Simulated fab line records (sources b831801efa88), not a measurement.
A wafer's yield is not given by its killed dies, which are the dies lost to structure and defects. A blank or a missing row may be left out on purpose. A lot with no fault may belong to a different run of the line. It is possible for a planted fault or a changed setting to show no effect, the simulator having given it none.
fab line records	flow sky130
record: lots: 24	wafers: 72	last-day: 50
route steps=708 shown PWDE@52 METAL1@435 CAPM@550 METAL3@568 VIA3@594
lots with no fault: from the same line, run without faults
start-h: start of the lot's first displayed wafer, in hours after the record's first day	wait-h: how many hours have passed since the lot's step before this one	" repeats the value in the row above	L1.1+2: a single row standing in for several wafers	- either no value or no given start	* or withheld: withheld	< > ~ a bound
route shown NAME@n: NAME is a module with steps in the file, n the number in the route of the first one	usual: mean and standard deviation over wafers with no fault	same: alike in all rows	chamber/n: place in a boat	sites: the reading at each site	_std_site: standard deviation of those values	_edge_site: mean of outer sites minus mean of inner sites	radius-mm: for every site, how far away it sits from the centre of the wafer	mask NAME#n: copy n	behind: the last tool/chamber to shape the wafer	hold: cause of the lot's hold/its duration in hours/its outcome	device: which transistor (n, p or np) failed to switch	end of line: at the end of the route, the tests of the same wafers	for a step that has no rows: nothing shown but its recipe	killed: the dies lost at the first sort to structure and to defects; this is not the yield of the wafer	map: the dies of a wafer, with x for killed, . for not killed, _ for no die there
set.NAME: the setting the step ran with; set.NAME@STEP: the setting that earlier step ran with	model.NAME: the simulator's own value behind a step, which no gauge read
steps of the route over a sample of lots; a table a step, a row a wafer
services: a tool's chamber out of use, with start hour (start-h, from the record's first day; less than 0 if before it), hours out, and reason
== steps ==
step: SKY_PWDE_OVL_MEAS_07
usual: PWDE_OVL: 1.3/1.3
lot.wafer	tool	chamber	start-h	wait-h	PWDE_OVL[nm]
L074.2	overlay-02	-	71.01	-	1.3
L074.3	"	-	"	"	2.2
L074.6	"	-	"	"	3.3
L075.1	overlay-02	-	76.71	-	2.0
L075.4	"	-	"	"	1.5
L075.6	"	-	"	"	2.3
L076.4	overlay-01	-	82.23	-	2.1
L076.5	"	-	"	"	0.9
L076.6	"	-	"	"	0.3
L077.1	overlay-01	-	83.71	-	-1.1
L077.5	"	-	"	"	-0.7
L077.6	"	-	"	"	1.0
L078.1	overlay-02	-	94.11	-	2.4
L078.4	"	-	"	"	1.7
L078.6	"	-	"	"	2.4
L079.1	overlay-02	-	99.36	-	0.4
L079.2	"	-	"	"	0.7
L079.4	"	-	"	"	1.9
L080.2	overlay-01	-	102.12	-	1.5
L080.3	"	-	"	"	2.9
L080.6	"	-	"	"	1.3
L081.1	overlay-02	-	108.91	-	-0.9
L081.2	"	-	"	"	2.0
L081.3	"	-	"	"	0.3
L082.2	overlay-01	-	114.17	-	2.3
L082.3	"	-	"	"	1.4
L082.5	"	-	"	"	0.3
L083.1	overlay-01	-	120.81	-	-0.6
L083.3	"	-	"	"	-0.2
L083.5	"	-	"	"	-0.9
L084.1	overlay-02	-	123.06	-	3.0
L084.3	"	-	"	"	2.1
L084.6	"	-	"	"	2.2
L085.3	overlay-02	-	127.32	-	0.0
L085.4	"	-	"	"	-0.4
L085.6	"	-	"	"	-0.4
L086.1	overlay-02	-	139.61	-	3.9
L086.4	"	-	"	"	3.5
L086.6	"	-	"	"	2.5
L087.3	overlay-01	-	145.87	-	3.1
L087.5	"	-	"	"	2.2
L087.6	"	-	"	"	2.9
L088.1	overlay-02	-	148.81	-	1.1
L088.5	"	-	"	"	0.5
L088.6	"	-	"	"	-0.6
L089.1	overlay-02	-	154.31	-	1.7
L089.2	"	-	"	"	2.8
L089.4	"	-	"	"	0.2
L090.2	overlay-02	-	161.16	-	2.8
L090.3	"	-	"	"	1.2
L090.5	"	-	"	"	1.8
L091.2	overlay-02	-	165.27	-	-0.1
L091.3	"	-	"	"	-1.5
L091.6	"	-	"	"	0.2
L092.4	overlay-02	-	172.18	-	2.0
L092.5	"	-	"	"	0.0
L092.6	"	-	"	"	0.3
L093.3	overlay-02	-	179.47	-	3.1
L093.4	"	-	"	"	1.5
L093.6	"	-	"	"	1.8
L094.3	overlay-01	-	185.82	-	1.5
L094.4	"	-	"	"	1.2
L094.5	"	-	"	"	2.7
L095.3	overlay-02	-	189.97	-	1.7
L095.4	"	-	"	"	1.9
L095.6	"	-	"	"	-0.7
L096.2	overlay-01	-	194.61	-	1.8
L096.5	"	-	"	"	0.6
L096.6	"	-	"	"	0.4
L097.2	overlay-01	-	198.11	-	1.9
L097.3	"	-	"	"	0.5
L097.5	"	-	"	"	1.7
step: SKY_METAL1_SPUTTER_01
recipe: material: TiN	target-thk-nm: 20	power-w: 6500	time-s: 16.7	chamber-pressure-pa: 0.4
usual: chamber-pressure-pa: 0.4000/0.00078	throttle-valve-pct: 30.0/1.1
lot.wafer	tool	chamber	start-h	wait-h	chamber-pressure-pa	throttle-valve-pct
L074.2	pvd-sputter-04	-	740.85	0.0	0.4005	30.2
L074.3	"	-	"	"	0.3986	32.3
L074.6	"	-	"	"	0.4008	28.4
L075.1	pvd-sputter-04	-	745.80	0.0	0.4004	28.6
L075.4	"	-	"	"	0.4011	30.3
L075.6	"	-	"	"	0.4009	32.0
L076.4	pvd-sputter-02	-	753.60	0.0	0.4004	29.6
L076.5	"	-	"	"	0.4001	30.4
L076.6	"	-	"	"	0.3990	30.4
L077.1	pvd-sputter-01	-	759.61	0.0	0.4001	29.2
L077.5	"	-	"	"	0.4006	30.3
L077.6	"	-	"	"	0.3993	29.5
L078.1	pvd-sputter-02	-	772.52	0.0	0.3986	30.3
L078.4	"	-	"	"	0.3997	29.6
L078.6	"	-	"	"	0.4016	30.6
L080.2	pvd-sputter-01	-	786.21	0.0	0.4013	28.8
L080.3	"	-	"	"	0.3999	30.4
L080.6	"	-	"	"	0.4003	30.5
L079.1	pvd-sputter-04	-	790.33	0.0	0.4004	30.0
L079.2	"	-	"	"	0.4020	32.1
L079.4	"	-	"	"	0.3998	31.9
L081.1	pvd-sputter-02	-	800.63	0.0	0.3995	30.3
L081.2	"	-	"	"	0.4001	29.5
L081.3	"	-	"	"	0.4013	30.5
L082.2	pvd-sputter-02	-	811.35	0.0	0.4003	30.3
L082.3	"	-	"	"	0.3995	29.7
L082.5	"	-	"	"	0.4004	29.5
L083.1	pvd-sputter-04	-	820.60	0.0	0.3999	28.5
L083.3	"	-	"	"	0.4004	31.8
L083.5	"	-	"	"	0.4011	28.4
L085.3	pvd-sputter-01	-	824.56	0.0	0.3989	30.4
L085.4	"	-	"	"	0.4003	29.8
L085.6	"	-	"	"	0.4006	28.8
L084.1	pvd-sputter-02	-	824.67	0.0	0.3999	30.5
L084.3	"	-	"	"	0.3996	30.2
L084.6	"	-	"	"	0.3994	30.2
L086.1	pvd-sputter-04	-	840.52	0.0	0.3979	31.9
L086.4	"	-	"	"	0.3994	32.1
L086.6	"	-	"	"	0.3984	29.8
L087.3	pvd-sputter-01	-	848.89	0.0	0.4000	28.9
L087.5	"	-	"	"	0.4003	30.3
L087.6	"	-	"	"	0.3998	29.0
L088.1	pvd-sputter-01	-	849.91	0.0	0.3997	28.7
L088.5	"	-	"	"	0.3996	29.7
L088.6	"	-	"	"	0.4004	29.0
L089.1	pvd-sputter-01	-	858.85	0.0	0.4005	29.1
L089.2	"	-	"	"	0.3991	29.6
L089.4	"	-	"	"	0.4004	28.9
L090.2	pvd-sputter-02	-	869.44	0.0	0.4005	29.7
L090.3	"	-	"	"	0.3990	30.3
L090.5	"	-	"	"	0.3999	30.3
L091.2	pvd-sputter-01	-	870.39	0.0	0.3993	29.2
L091.3	"	-	"	"	0.3991	29.5
L091.6	"	-	"	"	0.4005	29.7
L092.4	pvd-sputter-02	-	876.14	0.0	0.3989	29.7
L092.5	"	-	"	"	0.4002	29.5
L092.6	"	-	"	"	0.4006	30.3
L093.3	pvd-sputter-04	-	887.75	0.0	0.4001	30.3
L093.4	"	-	"	"	0.4000	31.9
L093.6	"	-	"	"	0.4001	28.4
L094.3	pvd-sputter-04	-	899.96	0.0	0.4000	30.1
L094.4	"	-	"	"	0.3996	31.9
L094.5	"	-	"	"	0.3989	28.6
L095.3	pvd-sputter-01	-	902.76	0.0	0.4010	29.0
L095.4	"	-	"	"	0.4010	28.9
L095.6	"	-	"	"	0.4017	29.0
L097.2	pvd-sputter-04	-	906.28	0.0	0.3999	30.2
L097.3	"	-	"	"	0.4007	32.0
L097.5	"	-	"	"	0.4017	28.4
L096.2	pvd-sputter-02	-	909.71	0.0	0.3990	29.5
L096.5	"	-	"	"	0.3992	29.6
L096.6	"	-	"	"	0.4004	29.8
step: SKY_METAL1_DESCUM_17
recipe: chemistry: O2	source-power-w: 150	bias-power-w: 0	pressure-mtorr: 10	temp-c: 40	time-s: 8
usual: chamber-pressure-mTorr: 10.001/0.01	drypump-motor-current-A: 5.6/0.55	oes-product-au: 1.003/0.0094
same: bias-power-w: 0
lot.wafer	tool	chamber	start-h	wait-h	chamber-pressure-mTorr	drypump-motor-current-A	oes-product-au	rf-hours-counter-h
L074.2	rie-metal-03	1	768.31	0.0	10.022	5.5	1.003	13
L074.3	"	1	"	"	9.995	5.5	0.995	-
L074.6	"	0	"	"	10.000	6.2	1.002	-
L075.1	rie-metal-02	1	772.96	0.0	10.001	5.4	1.006	11
L075.4	"	1	"	"	9.998	5.4	1.009	-
L075.6	"	0	"	"	9.999	5.3	1.016	-
L076.4	rie-metal-02	1	781.12	0.0	10.004	5.4	1.016	-
L076.5	"	1	"	"	9.996	5.4	1.014	-
L076.6	"	0	"	"	10.000	5.3	1.005	-
L077.1	rie-metal-01	0	786.76	0.0	10.004	6.4	0.999	11
L077.5	"	0	"	"	10.024	6.4	1.004	-
L077.6	"	1	"	"	10.006	4.9	1.011	-
L078.1	rie-metal-02	0	799.21	0.0	9.988	5.3	1.014	2
L078.4	"	1	"	"	9.997	5.4	1.019	-
L078.6	"	0	"	"	9.995	5.3	1.012	-
L080.2	rie-metal-03	0	812.67	0.0	10.006	6.2	1.002	-
L080.3	"	0	"	"	9.995	6.2	1.004	-
L080.6	"	0	"	"	9.980	6.2	0.999	-
L079.1	rie-metal-01	0	817.21	0.0	9.992	6.4	0.999	12
L079.2	"	1	"	"	9.995	4.9	1.006	2
L079.4	"	0	"	"	10.003	6.4	1.000	-
L081.1	rie-metal-01	0	827.51	0.0	10.006	6.4	0.993	13
L081.2	"	1	"	"	10.007	4.9	0.990	3
L081.3	"	1	"	"	9.981	4.9	1.000	-
L082.2	rie-metal-02	0	837.61	0.0	9.989	5.3	1.014	3
L082.3	"	0	"	"	9.987	5.3	1.002	-
L082.5	"	1	"	"	10.006	5.4	1.017	-
L083.1	rie-metal-01	0	847.01	0.0	9.998	6.4	0.994	13
L083.3	"	1	"	"	10.002	4.9	1.001	-
L083.5	"	1	"	"	9.992	4.9	0.993	-
L085.3	rie-metal-02	0	850.67	0.0	9.980	5.3	1.015	-
L085.4	"	1	"	"	10.007	5.4	1.021	-
L085.6	"	0	"	"	9.997	5.3	1.017	-
L084.1	rie-metal-01	0	851.01	0.0	10.007	6.4	0.998	14
L084.3	"	1	"	"	10.006	4.9	1.003	-
L084.6	"	0	"	"	10.011	6.4	0.999	-
L086.1	rie-metal-01	0	866.51	0.0	10.004	6.4	0.997	14
L086.4	"	0	"	"	10.018	6.4	0.997	-
L086.6	"	1	"	"	9.989	4.9	1.000	-
L087.3	rie-metal-02	0	875.72	0.0	10.004	5.3	1.002	-
L087.5	"	1	"	"	9.994	5.4	1.015	-
L087.6	"	0	"	"	9.992	5.3	0.997	-
L088.1	rie-metal-01	0	876.51	0.0	9.997	6.4	0.990	15
L088.5	"	1	"	"	10.011	4.9	0.997	-
L088.6	"	0	"	"	9.992	6.4	1.000	-
L089.1	rie-metal-01	1	884.61	0.0	9.990	4.9	1.000	5
L089.2	"	0	"	"	10.014	6.4	0.994	15
L089.4	"	0	"	"	9.986	6.4	0.993	-
L090.2	rie-metal-03	0	895.41	0.0	9.998	6.2	1.006	5
L090.3	"	0	"	"	10.005	6.2	1.004	-
L090.5	"	1	"	"	9.993	5.5	1.004	-
L091.2	rie-metal-02	1	896.21	0.0	9.997	5.4	1.013	17
L091.3	"	1	"	"	10.001	5.4	1.005	-
L091.6	"	0	"	"	10.009	5.3	1.010	-
L092.4	rie-metal-03	0	902.08	0.0	9.999	6.2	1.006	-
L092.5	"	0	"	"	10.009	6.2	0.992	-
L092.6	"	1	"	"	10.001	5.5	1.000	-
L093.3	rie-metal-03	0	913.53	0.0	9.996	6.2	1.000	-
L093.4	"	1	"	"	10.010	5.5	1.001	-
L093.6	"	1	"	"	9.995	5.5	0.996	-
L094.3	rie-metal-01	1	925.63	0.0	10.000	4.9	0.992	-
L094.4	"	1	"	"	10.009	4.9	0.987	-
L094.5	"	1	"	"	10.019	4.9	0.997	-
L095.3	rie-metal-02	1	928.77	0.0	10.014	5.4	1.027	-
L095.4	"	0	"	"	9.994	5.3	1.014	-
L095.6	"	1	"	"	10.008	5.4	1.011	-
L097.2	rie-metal-01	1	931.52	0.0	10.008	4.9	0.993	-
L097.3	"	1	"	"	9.998	4.9	0.999	-
L097.5	"	1	"	"	9.989	4.9	0.993	-
L096.2	rie-metal-03	1	934.36	0.0	10.006	5.5	1.001	4
L096.5	"	0	"	"	10.006	6.2	1.008	-
L096.6	"	1	"	"	10.000	5.5	0.997	-
step: SKY_CAPM_METAL_ETCH_13
recipe: target-depth-nm: 220	stop-on: SiO2	chemistry: Cl2/BCl3	target: TiN	pressure-mtorr: 10	icp-w: 900	bias-w: 48.5	Cl2_flow_sccm: 60	bcl3-flow-sccm: 30	time-s: 62.9
usual: bcl3-flow-sccm: 30.01/0.098	chamber-pressure-mTorr: 9.999/0.0093	drypump-motor-current-A: 5.8/0.53	oes-product-au: 0.940/0.0071	throttle-valve-pct: 21.901/0.0083
lot.wafer	tool	chamber	start-h	wait-h	bcl3-flow-sccm	chamber-pressure-mTorr	drypump-motor-current-A	oes-product-au	rf-hours-counter-h	throttle-valve-pct
L074.2	rie-metal-01	1	881.14	0.0	29.89	9.997	4.9	0.949	5	21.901
L074.3	"	1	"	"	30.02	10.006	4.9	0.940	-	21.903
L074.6	"	1	"	"	29.98	9.995	4.9	0.952	-	21.900
L075.1	rie-metal-03	1	883.94	0.0	29.98	10.004	5.5	0.940	1	21.899
L075.4	"	0	"	"	29.89	9.992	6.2	0.933	-	21.891
L075.6	"	0	"	"	29.90	9.999	6.2	0.943	-	21.899
L076.4	rie-metal-01	1	892.77	0.0	29.95	9.997	4.9	0.937	-	21.914
L076.5	"	1	"	"	30.07	10.001	4.9	0.933	-	21.901
L076.6	"	0	"	"	30.05	9.980	6.4	0.948	-	21.922
L077.1	rie-metal-04	1	897.29	0.0	30.07	9.998	6.2	0.943	12	21.896
L077.5	"	1	"	"	30.22	9.999	6.2	0.943	-	21.900
L077.6	"	0	"	"	29.89	10.013	5.7	0.937	-	21.918
L078.1	rie-metal-03	0	909.49	0.0	29.97	9.988	6.2	0.938	5	21.906
L078.4	"	1	"	"	29.76	10.007	5.5	0.949	-	21.903
L078.6	"	1	"	"	29.89	9.992	5.6	0.937	-	21.890
L080.2	rie-metal-04	1	923.44	0.0	29.96	9.993	6.2	0.934	13	21.897
L080.3	"	0	"	"	29.85	9.982	5.6	0.937	-	21.909
L080.6	"	0	"	"	29.92	9.995	5.6	0.946	-	21.910
L079.1	rie-metal-01	1	927.49	0.0	30.16	10.005	4.9	0.940	8	21.903
L079.2	"	1	"	"	29.89	10.006	4.9	0.935	-	21.895
L079.4	"	1	"	"	30.02	9.998	4.9	0.945	-	21.898
L081.1	rie-metal-04	1	935.85	0.0	30.05	10.003	6.2	0.949	14	21.891
L081.2	"	0	"	"	30.00	9.998	5.7	0.942	8	21.901
L081.3	"	0	"	"	30.00	10.013	5.7	0.942	-	21.893
L082.2	rie-metal-04	0	945.69	0.0	29.98	10.001	5.7	0.927	8	21.897
L082.3	"	0	"	"	30.04	9.987	5.7	0.946	-	21.899
L082.5	"	1	"	"	29.96	9.979	6.2	0.950	-	21.895
L083.1	rie-metal-03	0	954.39	0.0	30.04	9.998	6.2	0.945	8	21.898
L083.3	"	0	"	"	30.07	10.011	6.2	0.945	-	21.904
L083.5	"	0	"	"	30.04	9.995	6.2	0.946	-	21.909
L085.3	rie-metal-03	0	958.02	0.0	29.94	9.991	6.2	0.932	-	21.906
L085.4	"	1	"	"	29.86	10.011	5.5	0.929	-	21.895
L085.6	"	1	"	"	29.96	9.997	5.5	0.930	-	21.902
L084.1	rie-metal-01	1	958.89	0.0	30.00	10.003	4.9	0.935	10	21.913
L084.3	"	1	"	"	30.02	9.999	4.9	0.941	-	21.901
L084.6	"	0	"	"	30.17	10.004	6.4	0.941	-	21.901
L086.1	rie-metal-04	0	973.19	0.0	29.86	9.992	5.7	0.937	10	21.898
L086.4	"	1	"	"	30.05	10.013	6.2	0.949	-	21.894
L086.6	"	0	"	"	30.07	10.017	5.7	0.938	-	21.899
L087.3	rie-metal-01	1	981.57	0.0	30.07	9.991	4.9	0.944	-	21.889
L087.5	"	0	"	"	30.00	9.992	6.4	0.945	-	21.914
L087.6	"	1	"	"	29.84	9.998	4.9	0.941	-	21.898
L088.1	rie-metal-04	0	983.55	0.0	30.09	9.998	5.7	0.937	10	21.906
L088.5	"	1	"	"	29.94	9.995	6.2	0.942	-	21.883
L088.6	"	0	"	"	29.97	10.014	5.7	0.946	-	21.895
L089.1	rie-metal-03	0	990.10	0.0	30.15	10.006	6.2	0.938	9	21.895
L089.2	"	1	"	"	29.99	9.996	5.5	0.927	6	21.920
L089.4	"	0	"	"	30.04	10.010	6.2	0.933	-	21.889
L090.2	rie-metal-01	0	998.40	0.0	30.02	10.012	6.4	0.934	3	21.897
L090.3	"	0	"	"	29.86	10.007	6.4	0.934	-	21.895
L090.5	"	0	"	"	29.95	10.005	6.4	0.934	-	21.903
L091.2	rie-metal-03	0	998.79	0.0	30.02	9.983	6.2	0.940	9	21.898
L091.3	"	0	"	"	30.04	9.999	6.2	0.935	-	21.892
L091.6	"	0	"	"	30.15	10.005	6.2	0.923	-	21.903
L092.4	rie-metal-03	1	1006.22	0.0	29.81	9.998	5.5	0.941	-	21.890
L092.5	"	0	"	"	29.98	9.990	6.2	0.948	-	21.892
L092.6	"	1	"	"	30.10	10.000	5.5	0.942	-	21.892
L093.3	rie-metal-01	0	1015.62	0.0	29.99	10.002	6.4	0.959	-	21.906
L093.4	"	1	"	"	30.10	10.007	4.9	0.945	-	21.899
L093.6	"	1	"	"	29.90	10.005	4.9	0.949	-	21.897
L094.3	rie-metal-04	1	1026.62	0.0	30.02	9.986	6.2	0.940	-	21.899
L094.4	"	0	"	"	29.96	9.985	5.7	0.957	-	21.887
L094.5	"	0	"	"	29.98	10.009	5.7	0.943	-	21.890
L095.3	rie-metal-03	0	1029.92	0.0	30.04	10.006	6.2	0.945	-	21.887
L095.4	"	1	"	"	29.87	9.990	5.5	0.947	-	21.897
L095.6	"	1	"	"	30.10	10.002	5.5	0.952	-	21.905
L097.2	rie-metal-03	0	1032.34	0.0	29.95	9.996	6.2	0.939	11	21.898
L097.3	"	0	"	"	30.03	9.984	6.2	0.930	-	21.910
L097.5	"	1	"	"	29.87	9.994	5.5	0.927	-	21.899
L096.2	rie-metal-01	1	1034.25	0.0	30.18	9.985	4.9	0.938	14	21.909
L096.5	"	0	"	"	30.00	9.993	6.4	0.936	-	21.904
L096.6	"	1	"	"	30.03	10.005	4.9	0.942	-	21.909
step: SKY_METAL3_METAL_ETCH_18
recipe: target-depth-a: 8450	stop-on: SiO2	over-etch-frac: 0.3	time-s: 183.1	chemistry: Cl2/BCl3	resist-sidewall-deg: 88	pressure-mtorr: 10	icp-w: 900	bias-w: 48.5	Cl2_flow_sccm: 60	bcl3-flow-sccm: 30
usual: bcl3-flow-sccm: 29.99/0.085	chamber-pressure-mTorr: 10.000/0.0084	drypump-motor-current-A: 5.6/0.49	oes-product-au: 0.868/0.0058	throttle-valve-pct: 22.264/0.0091
lot.wafer	tool	chamber	start-h	wait-h	bcl3-flow-sccm	chamber-pressure-mTorr	drypump-motor-current-A	oes-product-au	rf-hours-counter-h	throttle-valve-pct
L074.2	rie-metal-02	1	907.31	0.0	29.91	9.999	5.4	0.860	17	22.266
L074.3	"	1	"	"	29.94	10.012	5.4	0.861	-	22.261
L074.6	"	0	"	"	29.98	10.000	5.3	0.863	-	22.258
L075.1	rie-metal-04	0	910.29	0.0	29.91	9.985	5.7	0.877	7	22.267
L075.4	"	1	"	"	29.96	9.999	6.2	0.861	-	22.252
L075.6	"	1	"	"	30.08	10.016	6.2	0.869	-	22.270
L076.4	rie-metal-04	0	918.93	0.1	29.99	9.986	5.7	0.874	-	22.264
L076.5	"	0	"	"	29.93	10.002	5.7	0.871	-	22.281
L076.6	"	1	"	"	29.89	9.998	6.2	0.871	-	22.260
L077.1	rie-metal-02	0	923.54	0.0	30.02	9.992	5.3	0.860	7	22.279
L077.5	"	0	"	"	29.96	9.992	5.3	0.865	-	22.262
L077.6	"	1	"	"	30.07	10.005	5.4	0.870	-	22.264
L078.1	rie-metal-02	1	935.29	0.0	30.07	10.005	5.4	0.860	19	22.246
L078.4	"	0	"	"	29.94	10.004	5.3	0.875	-	22.260
L078.6	"	0	"	"	29.90	10.005	5.3	0.873	-	22.254
L080.2	rie-metal-02	0	949.19	0.0	29.98	10.008	5.3	0.870	9	22.254
L080.3	"	0	"	"	30.02	9.996	5.3	0.866	-	22.260
L080.6	"	1	"	"	30.04	9.986	5.4	0.868	-	22.251
L079.1	rie-metal-02	1	953.31	0.0	29.87	9.991	5.4	0.875	20	22.261
L079.2	"	0	"	"	30.07	10.010	5.3	0.863	9	22.269
L079.4	"	0	"	"	30.06	10.006	5.3	0.871	-	22.256
L081.1	rie-metal-02	0	961.51	0.0	30.06	9.995	5.3	0.863	10	22.266
L081.2	"	1	"	"	30.04	10.004	5.4	0.863	20	22.268
L081.3	"	1	"	"	29.98	10.008	5.4	0.875	-	22.261
L082.2	rie-metal-04	1	970.56	0.0	30.05	10.011	6.2	0.861	15	22.266
L082.3	"	0	"	"	30.10	10.009	5.7	0.862	-	22.250
L082.5	"	1	"	"	29.97	10.018	6.2	0.874	-	22.264
L083.1	rie-metal-02	0	979.94	0.0	29.87	10.002	5.3	0.867	11	22.270
L083.3	"	0	"	"	29.94	9.995	5.3	0.874	-	22.268
L083.5	"	0	"	"	29.84	9.994	5.3	0.863	-	22.276
L085.3	rie-metal-01	1	982.85	0.1	29.97	9.995	4.9	0.857	-	22.258
L085.4	"	0	"	"	29.96	10.004	6.4	0.854	-	22.261
L085.6	"	0	"	"	30.08	10.003	6.4	0.855	-	22.267
L084.1	rie-metal-01	1	984.16	0.0	30.16	10.002	4.9	0.874	11	22.274
L084.3	"	1	"	"	30.15	9.992	4.9	0.873	-	22.266
L084.6	"	1	"	"	30.10	10.001	4.9	0.868	-	22.262
L086.1	rie-metal-04	1	997.76	0.0	29.96	10.005	6.2	0.867	17	22.272
L086.4	"	1	"	"	29.95	10.008	6.2	0.867	-	22.278
L086.6	"	1	"	"	30.01	9.979	6.2	0.871	-	22.246
L087.3	rie-metal-01	0	1005.67	0.1	29.89	10.008	6.4	0.864	-	22.250
L087.5	"	0	"	"	29.93	10.007	6.5	0.870	-	22.273
L087.6	"	1	"	"	30.01	9.991	4.9	0.874	-	22.273
L088.1	rie-metal-04	0	1007.29	0.0	30.09	9.996	5.7	0.872	12	22.262
L088.5	"	0	"	"	30.04	10.004	5.6	0.863	-	22.271
L088.6	"	1	"	"	30.10	10.000	6.2	0.869	-	22.271
L089.1	rie-metal-01	1	1014.54	0.0	29.98	9.998	4.9	0.866	13	22.270
L089.2	"	0	"	"	29.92	10.006	6.4	0.872	4	22.263
L089.4	"	0	"	"	29.96	10.005	6.4	0.865	-	22.251
L090.2	rie-metal-04	1	1022.16	0.0	29.95	9.981	6.2	0.861	18	22.245
L090.3	"	1	"	"	29.80	10.005	6.2	0.861	-	22.261
L090.5	"	1	"	"	29.85	9.998	6.2	0.865	-	22.272
L091.2	rie-metal-04	1	1022.84	0.0	30.06	10.000	6.2	0.860	18	22.264
L091.3	"	1	"	"	29.88	9.989	6.2	0.858	-	22.249
L091.6	"	1	"	"	29.95	10.003	6.2	0.868	-	22.268
L092.4	rie-metal-04	1	1029.95	0.1	29.91	9.994	6.2	0.871	-	22.260
L092.5	"	0	"	"	29.96	10.002	5.7	0.874	-	22.263
L092.6	"	1	"	"	30.08	9.997	6.3	0.875	-	22.272
L093.3	rie-metal-01	1	1039.27	0.1	29.98	9.981	4.9	0.868	-	22.271
L093.4	"	0	"	"	29.98	10.002	6.5	0.866	-	22.263
L093.6	"	0	"	"	30.11	9.992	6.4	0.864	-	22.260
L094.3	rie-metal-01	0	1050.65	0.1	30.00	10.010	6.4	0.876	-	22.272
L094.4	"	1	"	"	30.08	9.999	4.9	0.875	-	22.265
L094.5	"	1	"	"	29.99	10.011	4.9	0.861	-	22.255
L095.3	rie-metal-04	1	1053.25	0.1	29.84	10.001	6.2	0.871	-	22.256
L095.4	"	0	"	"	29.97	10.000	5.7	0.868	-	22.263
L095.6	"	0	"	"	30.11	9.990	5.7	0.873	-	22.265
L097.2	rie-metal-02	0	1055.81	0.0	29.89	9.981	5.3	0.864	16	22.248
L097.3	"	0	"	"	29.79	9.999	5.3	0.865	-	22.264
L097.5	"	1	"	"	29.96	10.004	5.4	0.875	-	22.266
L096.2	rie-metal-02	0	1057.44	0.0	30.06	10.015	5.3	0.867	17	22.273
L096.5	"	1	"	"	30.17	9.998	5.4	0.873	-	22.269
L096.6	"	0	"	"	30.06	10.005	5.3	0.867	-	22.273
step: SKY_VIA3_CVD_21
recipe: material: W	target-thk-nm: 390	time-s: 117.31	temp-c: 400	pressure-torr: 40
usual: heater-power-w: 778/45
lot.wafer	tool	chamber	start-h	wait-h	heater-power-w
L074.2	cvd-w-02	1	934.00	0.0	774
L074.3	"	1	"	"	775
L074.6	"	1	"	"	771
L075.1	cvd-w-01	0	937.07	0.0	799
L075.4	"	1	"	"	699
L075.6	"	1	"	"	708
L076.4	cvd-w-01	1	945.64	0.1	695
L076.5	"	1	"	"	706
L076.6	"	0	"	"	797
L077.1	cvd-w-01	0	950.94	0.0	788
L077.5	"	1	"	"	691
L077.6	"	0	"	"	791
L078.1	cvd-w-01	1	962.78	0.0	708
L078.4	"	0	"	"	782
L078.6	"	0	"	"	818
L080.2	cvd-w-01	0	975.06	0.0	790
L080.3	"	1	"	"	700
L080.6	"	0	"	"	804
L079.1	cvd-w-02	0	979.33	0.0	831
L079.2	"	1	"	"	757
L079.4	"	0	"	"	799
L081.1	cvd-w-01	0	987.73	0.0	804
L081.2	"	1	"	"	702
L081.3	"	1	"	"	674
L082.2	cvd-w-01	1	996.62	0.0	695
L082.3	"	0	"	"	795
L082.5	"	0	"	"	783
L083.1	cvd-w-02	0	1005.57	0.0	828
L083.3	"	0	"	"	828
L083.5	"	1	"	"	768
L085.3	cvd-w-02	1	1008.22	0.1	776
L085.4	"	0	"	"	800
L085.6	"	1	"	"	786
L084.1	cvd-w-01	1	1009.65	0.0	695
L084.3	"	0	"	"	801
L084.6	"	1	"	"	697
L086.1	cvd-w-02	0	1023.37	0.0	827
L086.4	"	0	"	"	824
L086.6	"	0	"	"	822
L087.3	cvd-w-02	0	1030.76	0.1	819
L087.5	"	1	"	"	767
L087.6	"	0	"	"	820
L088.1	cvd-w-02	0	1032.66	0.0	797
L088.5	"	1	"	"	775
L088.6	"	0	"	"	837
L089.1	cvd-w-02	0	1039.97	0.0	831
L089.2	"	1	"	"	782
L089.4	"	1	"	"	773
L090.2	cvd-w-02	0	1047.81	0.0	834
L090.3	"	0	"	"	807
L090.5	"	1	"	"	764
L091.2	cvd-w-02	1	1048.16	0.0	773
L091.3	"	1	"	"	779
L091.6	"	0	"	"	810
L092.4	cvd-w-02	0	1054.61	0.1	812
L092.5	"	1	"	"	785
L092.6	"	0	"	"	844
L093.3	cvd-w-01	1	1062.81	0.1	699
L093.4	"	0	"	"	798
L093.6	"	1	"	"	698
L094.3	cvd-w-01	1	1074.64	0.1	695
L094.4	"	0	"	"	790
L094.5	"	1	"	"	707
L095.3	cvd-w-02	1	1077.96	0.1	772
L095.4	"	0	"	"	849
L095.6	"	1	"	"	776
L097.2	cvd-w-02	0	1079.45	0.0	833
L097.3	"	1	"	"	772
L097.5	"	1	"	"	774
L096.2	cvd-w-02	1	1081.78	0.0	777
L096.5	"	1	"	"	790
L096.6	"	0	"	"	808
== services ==
tool	chamber	start-h	hours	kind
cvd-w-01	-	747.34	0.3	repair
pvd-sputter-01	-	749.28	1.8	repair
rie-metal-02	0	782.54	12.6	repair
rie-metal-03	-	796.27	3.2	repair
pvd-sputter-04	-	803.40	4.0	repair
rie-metal-03	1	832.81	13.3	repair
rie-metal-03	-	849.48	6.8	repair
cvd-w-02	-	870.33	2.8	pm
rie-metal-04	0	889.75	2.5	repair
rie-metal-04	-	890.06	1.6	repair
cvd-w-02	-	892.18	0.7	repair
cvd-w-02	-	904.00	14.0	pm
cvd-w-01	1	905.00	2.7	repair
rie-metal-04	1	917.71	1.1	repair
rie-metal-03	-	926.25	2.8	pm
cvd-w-01	1	953.36	3.8	repair
rie-metal-01	-	975.43	2.8	pm
cvd-w-01	-	982.60	1.0	repair
cvd-w-02	1	983.86	3.0	repair
rie-metal-04	-	1014.48	2.8	pm
cvd-w-01	-	1017.93	4.3	repair
cvd-w-02	-	1020.10	0.4	repair
cvd-w-01	1	1032.64	9.4	repair
cvd-w-02	-	1069.92	0.9	repair
== key ==
fault none
